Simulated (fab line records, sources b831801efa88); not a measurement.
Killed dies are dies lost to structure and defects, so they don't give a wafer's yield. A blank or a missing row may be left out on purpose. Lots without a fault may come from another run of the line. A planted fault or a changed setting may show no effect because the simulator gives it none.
fab line records | flow sfq_line
record lots=6 wafers=18 last_day=88
route steps=325 shown R5@216 I5@228 C5@240 M6@251
lots that met no fault: from a run of the same line without faults
start_h: hours from the record's first day to the start of the lot's first wafer shown | wait_h: hours since the lot's step before | " the same as in the row above | L1.1+2: a row that stands for several wafers | - no value, or no start given | * or withheld: withheld | < > ~ a bound
route shown NAME@n: a module of which the file shows steps, and the number in the route of the first | usual: mean/standard deviation of fault-free wafers | same: alike in all rows | chamber/n: place in a boat | sites: the reading at each site | _std_site: their standard deviation | _edge_site: outer sites' mean less inner sites' | radius_mm: how far each site lies from the wafer's centre | mask NAME#n: copy n | behind: the tool/chamber that last shaped the wafer | hold: why the lot was held/for how many hours/how that ended | device: the transistor (n, p or np) that didn't switch | end of line: the same wafers' tests at the end of the route | a step without rows: its recipe alone | killed: dies lost to structure and defects at the first sort, not the wafer's yield | map: a wafer's dies, x killed, . not, _ none there
set.NAME: the setting as run; set.NAME@STEP: as run at that earlier step | model.NAME: the simulator's own value behind a step, which no gauge read
lots at some steps of the route; a table a step, a row a wafer
services: from which hour (start_h, from the record's first day; less than 0 if before it) a tool's chamber was out of use, for how many hours, and why
## steps
# step SFQ_R5_THK_MEAS_934
# recipe thk_meas_gauge=xrf reads=MoNx_of_TRILAYER_R5_DEP_SPUTTER_133
# usual R5_MONX_THK=40.4/0.42
# columns lot.wafer tool chamber start_h wait_h R5_MONX_THK[nm]
L229.2 film_metro-01 - 1549.54 0.1 40.9
L229.4 " - " " 41.1
L229.6 " - " " 41.0
L230.3 film_metro-04 - 1556.16 0.1 40.4
L230.4 " - " " 40.8
L230.5 " - " " 40.6
L234.1 film_metro-03 - 1571.26 0.1 41.0
L234.2 " - " " 40.3
L234.5 " - " " 41.1
L236.4 film_metro-01 - 1577.29 0.1 41.0
L236.5 " - " " 41.2
L236.6 " - " " 41.0
L242.1 film_metro-01 - 1659.21 0.1 39.6
L242.2 " - " " 40.4
L242.4 " - " " 40.7
L246.3 film_metro-04 - 1791.10 0.1 40.2
L246.4 " - " " 40.0
L246.6 " - " " 40.2
# step SFQ_TRILAYER_R5_LITHO_COAT_141
# recipe resist=BARC spin_rpm=3000 resist_thk_nm=62
# step SFQ_TRILAYER_R5_LITHO_COAT_136
# recipe resist=KrF spin_rpm=3000 resist_thk_nm=600
# step SFQ_TRILAYER_R5_LITHO_SOFTBAKE_140
# recipe temp_c=withheld time_s=withheld resist=KrF
# step SFQ_TRILAYER_R5_LITHO_EXPOSE_137
# recipe mask_id=R5 na=0.6 source_shape=conventional sigma_outer=0.65 target_cd_nm=500 dose_mj=14.4
# step SFQ_TRILAYER_R5_LITHO_PEB_139
# recipe peb_temp_c=115 peb_time_s=60 resist=KrF
# step SFQ_TRILAYER_R5_LITHO_DEVELOP_138
# recipe time_s=60 resist=KrF
# step SFQ_R5_OVL_MEAS_935
# usual R5_OVL=0/5.2
# columns lot.wafer tool chamber start_h wait_h R5_OVL[nm]
L229.2 overlay-01 - 1574.07 0.1 7
L229.4 " - " " 5
L229.6 " - " " 2
L230.3 overlay-02 - 1575.27 0.1 -9
L230.4 " - " " -4
L230.5 " - " " -2
L234.1 overlay-01 - 1580.06 0.1 -7
L234.2 " - " " -8
L234.5 " - " " -5
L236.4 overlay-01 - 1582.48 0.1 -2
L236.5 " - " " 3
L236.6 " - " " -2
L242.1 overlay-01 - 1664.13 0.1 2
L242.2 " - " " 5
L242.4 " - " " 7
L246.3 overlay-02 - 1899.48 0.1 4
L246.4 " - " " 10
L246.6 " - " " 5
# step SFQ_TRILAYER_R5_BARC_OPEN_METAL_ETCH_177
# recipe mask_material=PR chemistry=O2 target_depth_nm=125 target=BARC icp_w=600 bias_w=80 pressure_mtorr=10 time_s=41.7
# usual drypump_motor_current_A=5.70/0.17 oes_product_au=0.685/0.0043
# columns lot.wafer tool chamber start_h wait_h drypump_motor_current_A oes_product_au rf_hours_counter_h
L229.2 rie_metal-02 0 1574.10 0.0 5.71 0.682 112
L229.4 " 0 " " 5.68 0.686 -
L229.6 " 1 " " 5.41 0.683 -
L230.3 rie_metal-01 0 1575.32 0.0 5.57 0.683 -
L230.4 " 1 " " 5.62 0.686 -
L230.5 " 1 " " 5.59 0.685 -
L234.1 rie_metal-04 0 1580.10 0.0 5.80 0.686 109
L234.2 " 1 " " 5.91 0.684 99
L234.5 " 0 " " 5.80 0.680 -
L236.4 rie_metal-04 1 1582.52 0.0 5.92 0.683 -
L236.5 " 1 " " 5.91 0.684 -
L236.6 " 0 " " 5.81 0.689 -
L242.1 rie_metal-02 0 1664.17 0.0 5.72 0.680 123
L242.2 " 1 " " 5.38 0.684 44
L242.4 " 0 " " 5.74 0.689 -
L246.3 rie_metal-02 1 1899.52 0.0 5.39 0.684 -
L246.4 " 0 " " 5.69 0.692 -
L246.6 " 1 " " 5.39 0.684 -
# step SFQ_TRILAYER_R5_ETCH_METAL_ETCH_139
# recipe stop_on=SiO2 mask_material=PR chemistry=Cl2 target_depth_nm=60 icp_w=600 bias_w=80 pressure_mtorr=10 time_s=40
# step SFQ_TRILAYER_R5_STRIP_STRIP_140
# recipe gas=O2 power_w=200 platen_temp_c=40 overash_fraction=0.65 chemistry=O2 pressure_mtorr=50
# step SFQ_TRILAYER_R5_STRIP_SOLV_CLEAN_141
# recipe chemistry=NMP temp_c=70 time_s=600
# step SFQ_TRILAYER_A5C_DEP_PECVD_142
# recipe material=SiO2 temp_c=150 time_s=15.556 pressure_torr=2.4 rf_w=183.3 precursor=SiH4/N2O target_thk_nm=70
# usual heater_power_w=83/11 throttle_valve_pct=24.6/1.2
# columns lot.wafer tool chamber start_h wait_h heater_power_w throttle_valve_pct model.SiO2_of_TRILAYER_A5C_DEP_PECVD_142.thk_nm
L229.2 pecvd-03 0 1575.20 0.0 89 24.5 70.72
L229.4 " 2 " " 71 27.1 72.33
L229.6 " 0 " " 92 24.7 72.59
L230.3 pecvd-01 0 1576.19 0.0 95 24.4 68.3
L230.4 " 2 " " 72 23.9 70.73
L230.5 " 0 " " 80 24.9 69.46
L234.1 pecvd-04 0 1580.99 0.0 80 23.3 104.8
L234.2 " 2 " " 77 24.8 104.4
L234.5 " 1 " " 109 23.4 70.91
L236.4 pecvd-04 1 1583.40 0.0 105 23.9 71.53
L236.5 " 2 " " 89 24.5 70.42
L236.6 " 0 " " 73 23.0 106.5
L242.1 pecvd-01 0 1665.06 0.0 92 24.7 67.34
L242.2 " 1 " " 87 23.3 67.29
L242.4 " 0 " " 96 24.7 69.15
L246.3 pecvd-04 0 1900.40 0.0 72 23.9 68.29
L246.4 " 1 " " 108 25.2 69.82
L246.6 " 2 " " 90 25.2 70.01
# step SFQ_TRILAYER_I5_LITHO_COAT_149
# recipe resist=BARC spin_rpm=3000 resist_thk_nm=62
# step SFQ_TRILAYER_I5_LITHO_COAT_144
# recipe resist=KrF spin_rpm=3000 resist_thk_nm=650
# step SFQ_TRILAYER_I5_LITHO_SOFTBAKE_148
# recipe temp_c=withheld time_s=withheld resist=KrF
# step SFQ_TRILAYER_I5_LITHO_EXPOSE_145
# recipe mask_id=I5 na=0.6 source_shape=conventional sigma_outer=0.65 target_cd_nm=700 dose_mj=21.3
# step SFQ_TRILAYER_I5_LITHO_PEB_147
# recipe peb_temp_c=115 peb_time_s=60 resist=KrF
# step SFQ_TRILAYER_I5_LITHO_DEVELOP_146
# recipe time_s=60 resist=KrF
# step SFQ_I5_OVL_MEAS_936
# usual I5_OVL=1/4
# columns lot.wafer tool chamber start_h wait_h I5_OVL[nm]
L229.2 overlay-01 - 1692.17 0.1 -2
L229.4 " - " " -3
L229.6 " - " " 0
L230.3 overlay-01 - 1693.38 0.1 -2
L230.4 " - " " 0
L230.5 " - " " -6
L234.1 overlay-01 - 1699.37 0.1 -1
L234.2 " - " " 1
L234.5 " - " " -2
L236.4 overlay-02 - 1704.19 0.1 1
L236.5 " - " " 1
L236.6 " - " " 3
L242.1 overlay-01 - 1786.26 0.1 1
L242.2 " - " " -3
L242.4 " - " " 0
L246.3 overlay-02 - 1902.68 0.1 0
L246.4 " - " " 1
L246.6 " - " " 6
# step SFQ_TRILAYER_I5_BARC_OPEN_VIA_ETCH_200
# recipe mask_material=PR chemistry=O2 target_depth_nm=125 target=BARC source_w=500 bias_w=80 pressure_mtorr=30 time_s=41.7
# usual drypump_motor_current_A=5.8/0.62 oes_product_au=0.686/0.0047
# columns lot.wafer tool chamber start_h wait_h drypump_motor_current_A oes_product_au rf_hours_counter_h
L229.2 rie_diel-01 1 1692.20 0.0 4.8 0.682 9
L229.4 " 3 " " 6.7 0.681 17
L229.6 " 1 " " 4.8 0.679 -
L230.3 rie_diel-03 1 1693.40 0.0 6.6 0.689 10
L230.4 " 2 " " 5.3 0.680 16
L230.5 " 0 " " 6.3 0.679 -
L234.1 rie_diel-01 3 1699.40 0.0 6.8 0.693 17
L234.2 " 1 " " 4.8 0.685 9
L234.5 " 0 " " 5.3 0.674 -
L236.4 rie_diel-02 3 1704.22 0.0 5.7 0.688 -
L236.5 " 1 " " 5.2 0.682 -
L236.6 " 0 " " 5.8 0.689 -
L242.1 rie_diel-01 2 1786.30 0.0 6.7 0.686 14
L242.2 " 0 " " 5.3 0.689 3
L242.4 " 1 " " 4.8 0.687 11
L246.3 rie_diel-01 2 1902.71 0.0 6.7 0.691 15
L246.4 " 0 " " 5.3 0.686 5
L246.6 " 3 " " 6.7 0.687 -
# step SFQ_TRILAYER_I5_ETCH_VIA_ETCH_147
# recipe stop_on=Nb mask_material=PR chemistry=CHF3 target_depth_nm=360 source_w=500 bias_w=80 pressure_mtorr=30 time_s=withheld
# usual drypump_motor_current_A=5.8/0.62 oes_product_au=0.989/0.0069
# columns lot.wafer tool chamber start_h wait_h drypump_motor_current_A oes_product_au
L229.2 rie_diel-01 1 1692.24 0.0 4.7 0.997
L229.4 " 3 " " 6.8 1.000
L229.6 " 1 " " 4.8 0.996
L230.3 rie_diel-03 1 1693.44 0.0 6.6 0.991
L230.4 " 2 " " 5.3 0.992
L230.5 " 0 " " 6.3 0.991
L234.1 rie_diel-01 3 1699.44 0.0 6.7 0.994
L234.2 " 1 " " 4.8 0.984
L234.5 " 0 " " 5.3 0.977
L236.4 rie_diel-02 3 1704.32 0.1 5.7 0.990
L236.5 " 1 " " 5.2 0.990
L236.6 " 0 " " 5.8 0.982
L242.1 rie_diel-01 2 1786.33 0.0 6.8 0.994
L242.2 " 0 " " 5.3 0.990
L242.4 " 1 " " 4.8 0.990
L246.3 rie_diel-01 2 1902.75 0.0 6.8 0.999
L246.4 " 0 " " 5.3 0.989
L246.6 " 3 " " 6.8 0.991
# step SFQ_TRILAYER_I5_STRIP_STRIP_148
# recipe gas=O2 power_w=200 platen_temp_c=40 overash_fraction=0.65 chemistry=O2 pressure_mtorr=50
# step SFQ_TRILAYER_I5_STRIP_SOLV_CLEAN_149
# recipe chemistry=NMP temp_c=70 time_s=600
# step SFQ_TRILAYER_C5_LITHO_COAT_156
# recipe resist=BARC spin_rpm=3000 resist_thk_nm=62
# step SFQ_TRILAYER_C5_LITHO_COAT_151
# recipe resist=KrF spin_rpm=3000 resist_thk_nm=650
# step SFQ_TRILAYER_C5_LITHO_SOFTBAKE_155
# recipe temp_c=withheld time_s=withheld resist=KrF
# step SFQ_TRILAYER_C5_LITHO_EXPOSE_152
# recipe mask_id=C5 na=0.6 source_shape=conventional sigma_outer=0.65 target_cd_nm=500 dose_mj=21.3
# step SFQ_TRILAYER_C5_LITHO_PEB_154
# recipe peb_temp_c=115 peb_time_s=60 resist=KrF
# step SFQ_TRILAYER_C5_LITHO_DEVELOP_153
# recipe time_s=60 resist=KrF
# step SFQ_C5_OVL_MEAS_937
# usual C5_OVL=0/5
# columns lot.wafer tool chamber start_h wait_h C5_OVL[nm]
L229.2 overlay-01 - 1695.42 0.1 -1
L229.4 " - " " -3
L229.6 " - " " -2
L230.3 overlay-01 - 1696.83 0.1 9
L230.4 " - " " 7
L230.5 " - " " 6
L234.1 overlay-01 - 1703.22 0.1 1
L234.2 " - " " 11
L234.5 " - " " 9
L236.4 overlay-01 - 1708.23 0.1 5
L236.5 " - " " 3
L236.6 " - " " 3
L242.1 overlay-01 - 1881.47 0.1 -3
L242.2 " - " " -7
L242.4 " - " " -8
L246.3 overlay-01 - 1939.18 0.1 -6
L246.4 " - " " -5
L246.6 " - " " -3
# step SFQ_TRILAYER_C5_BARC_OPEN_VIA_ETCH_210
# recipe mask_material=PR chemistry=O2 target_depth_nm=125 target=BARC source_w=500 bias_w=80 pressure_mtorr=30 time_s=41.7
# usual drypump_motor_current_A=5.7/0.64 oes_product_au=0.685/0.0048
# columns lot.wafer tool chamber start_h wait_h drypump_motor_current_A oes_product_au rf_hours_counter_h
L229.2 rie_diel-04 0 1695.45 0.0 5.3 0.683 18
L229.4 " 2 " " 5.5 0.681 13
L229.6 " 2 " " 5.5 0.688 -
L230.3 rie_diel-01 1 1696.85 0.0 4.8 0.690 9
L230.4 " 2 " " 6.7 0.685 13
L230.5 " 2 " " 6.7 0.682 -
L234.1 rie_diel-01 0 1703.25 0.0 5.3 0.684 2
L234.2 " 3 " " 6.8 0.679 17
L234.5 " 1 " " 4.8 0.693 -
L236.4 rie_diel-01 1 1708.25 0.0 4.8 0.685 10
L236.5 " 2 " " 6.7 0.697 -
L236.6 " 1 " " 4.8 0.693 -
L242.1 rie_diel-01 0 1881.50 0.0 5.3 0.691 5
L242.2 " 3 " " 6.7 0.686 1
L242.4 " 1 " " 4.8 0.680 11
L246.3 rie_diel-04 0 1939.20 0.0 5.4 0.694 1
L246.4 " 1 " " 5.3 0.692 0
L246.6 " 1 " " 5.3 0.672 -
# step SFQ_TRILAYER_C5_ETCH_VIA_ETCH_154
# recipe target=SiO2 mask_material=PR chemistry=CHF3 target_depth_nm=84 source_w=500 bias_w=80 pressure_mtorr=30 time_s=withheld stop_on=Nb
# usual drypump_motor_current_A=5.7/0.64 oes_product_au=0.896/0.0098
# columns lot.wafer tool chamber start_h wait_h drypump_motor_current_A oes_product_au model.etch.depth_nm model.C5.feature_depth_nm
L229.2 rie_diel-04 0 1695.49 0.0 5.3 0.898 70.72 70.72
L229.4 " 2 " " 5.5 0.916 72.33 72.33
L229.6 " 2 " " 5.5 0.906 72.59 72.59
L230.3 rie_diel-01 1 1696.89 0.0 4.8 0.884 68.3 68.3
L230.4 " 2 " " 6.7 0.894 70.73 70.73
L230.5 " 2 " " 6.7 0.885 69.46 69.46
L234.1 rie_diel-01 0 1703.29 0.0 5.3 0.999 83.93 83.93
L234.2 " 3 " " 6.7 0.998 84.35 84.35
L234.5 " 1 " " 4.8 0.893 70.91 70.91
L236.4 rie_diel-01 1 1708.29 0.0 4.8 0.905 71.53 71.53
L236.5 " 2 " " 6.8 0.901 70.42 70.42
L236.6 " 1 " " 4.8 0.991 83.66 83.66
L242.1 rie_diel-01 0 1881.54 0.0 5.3 0.884 67.34 67.34
L242.2 " 3 " " 6.7 0.870 67.29 67.29
L242.4 " 1 " " 4.8 0.883 69.15 69.15
L246.3 rie_diel-04 0 1939.24 0.0 5.4 0.885 68.29 68.29
L246.4 " 1 " " 5.3 0.893 69.82 69.82
L246.6 " 1 " " 5.3 0.891 70.01 70.01
# step SFQ_TRILAYER_C5_STRIP_STRIP_155
# recipe gas=O2 power_w=200 platen_temp_c=40 overash_fraction=0.65 chemistry=O2 pressure_mtorr=50
# usual drypump_motor_current_A=5.9/0.31 oes_product_au=0.999/0.0085
# columns lot.wafer tool chamber start_h wait_h drypump_motor_current_A oes_product_au rf_hours_counter_h
L229.2 rie_metal-01 1 1695.54 - 5.6 0.992 116
L229.4 " 1 " " 5.6 1.001 -
L229.6 " 0 " " 5.6 0.989 -
L230.3 rie_metal-04 0 1697.14 - 5.8 0.989 -
L230.4 " 1 " " 5.9 1.001 -
L230.5 " 0 " " 5.8 0.986 -
L234.1 rie_metal-01 1 1703.34 - 5.6 1.003 117
L234.2 " 0 " " 5.6 0.995 27
L234.5 " 0 " " 5.6 0.992 -
L236.4 rie_metal-04 0 1708.54 - 5.8 0.994 -
L236.5 " 1 " " 5.9 0.998 -
L236.6 " 0 " " 5.8 0.991 -
L242.1 rie_metal-03 0 1881.59 - 6.5 0.999 51
L242.2 " 1 " " 6.0 1.006 115
L242.4 " 0 " " 6.4 0.996 -
L246.3 rie_metal-04 0 1939.49 - 5.8 1.003 -
L246.4 " 1 " " 5.9 1.009 -
L246.6 " 1 " " 5.9 1.019 -
# step SFQ_TRILAYER_C5_STRIP_SOLV_CLEAN_156
# recipe chemistry=NMP temp_c=70 time_s=600
# step SFQ_TRILAYER_M6_DEP_PRE_CLEAN_158
# recipe gas=Ar time_s=22.5 bias_v=250
# columns lot.wafer tool chamber start_h wait_h model.SiO2_of_TRILAYER_A5C_DEP_PECVD_142.thk_nm
L229.2 pvd_sputter-05 - 1696.32 0.0 63.22
L229.4 " - " " 64.83
L229.6 " - " " 65.09
L230.3 pvd_sputter-03 - 1697.72 0.0 60.8
L230.4 " - " " 63.23
L230.5 " - " " 61.96
L234.1 pvd_sputter-04 - 1704.12 0.0 97.35
L234.2 " - " " 96.9
L234.5 " - " " 63.41
L236.4 pvd_sputter-03 - 1709.11 0.0 64.03
L236.5 " - " " 62.92
L236.6 " - " " 99.03
L242.1 pvd_sputter-04 - 1882.37 0.0 59.84
L242.2 " - " " 59.79
L242.4 " - " " 61.65
L246.3 pvd_sputter-03 - 1940.07 0.0 60.79
L246.4 " - " " 62.32
L246.6 " - " " 62.51
# step SFQ_TRILAYER_M6_DEP_SPUTTER_157
# recipe material=Nb base_pressure_pa=1.33e-06 chamber_pressure_pa=0.1333 substrate_temp_c=20 target_thk_nm=200 power_w=2000 time_s=133.3
## services
# columns tool chamber start_h hours kind
rie_diel-01 2 1565.34 6.6 repair
rie_diel-04 2 1583.18 6.8 repair
rie_diel-01 - 1590.82 2.3 repair
pecvd-04 - 1598.36 14.6 pm
rie_metal-01 - 1608.60 0.2 repair
pvd_sputter-03 - 1618.36 1.1 repair
rie_diel-01 1 1620.43 6.9 repair
pecvd-04 2 1624.61 15.8 repair
rie_metal-04 0 1660.49 6.5 repair
rie_metal-04 1 1662.43 19.2 repair
rie_metal-04 - 1695.41 1.2 repair
rie_diel-04 0 1716.97 6.8 repair
rie_diel-04 3 1727.62 22.0 repair
rie_diel-01 3 1733.54 7.7 repair
rie_diel-01 2 1759.63 7.6 repair
rie_diel-04 - 1776.47 2.8 pm
rie_diel-01 - 1793.11 2.8 pm
rie_diel-01 3 1797.68 2.1 repair
rie_diel-04 1 1798.58 10.6 repair
rie_diel-01 1 1800.83 5.4 repair
rie_diel-04 1 1821.77 6.1 repair
rie_diel-04 0 1869.73 4.6 repair
rie_diel-01 3 1870.06 10.9 repair
rie_diel-01 1 1888.55 1.8 repair
## key
first_sign step=SFQ_TRILAYER_C5_ETCH_VIA_ETCH_154 reading=oes_product_au direction=up sigmas=10 usual=0.896 struck=0.996
effect none on later readings
model_effect step=SFQ_TRILAYER_A5C_DEP_PECVD_142 value=SiO2_of_TRILAYER_A5C_DEP_PECVD_142.thk_nm without=69.9 struck=105.3
model_effect step=SFQ_TRILAYER_C5_ETCH_VIA_ETCH_154 value=etch.depth_nm without=69.9 struck=83.98
model_effect step=SFQ_TRILAYER_M6_DEP_PRE_CLEAN_158 value=SiO2_of_TRILAYER_A5C_DEP_PECVD_142.thk_nm without=62.4 struck=97.76
met_at SFQ_TRILAYER_A5C_DEP_PECVD_142
struck_wafers L234.1,L234.2,L236.6
fault kind=process_parameter_drift tool=pecvd-04 chamber=- onset_h=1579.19 steps=SFQ_TRILAYER_A5C_DEP_PECVD_142 channel=target_thk_nm offset=35.449 shape=step end_h=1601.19 scope=struck_wafers_only acts_in=these_recipes_only stated=70
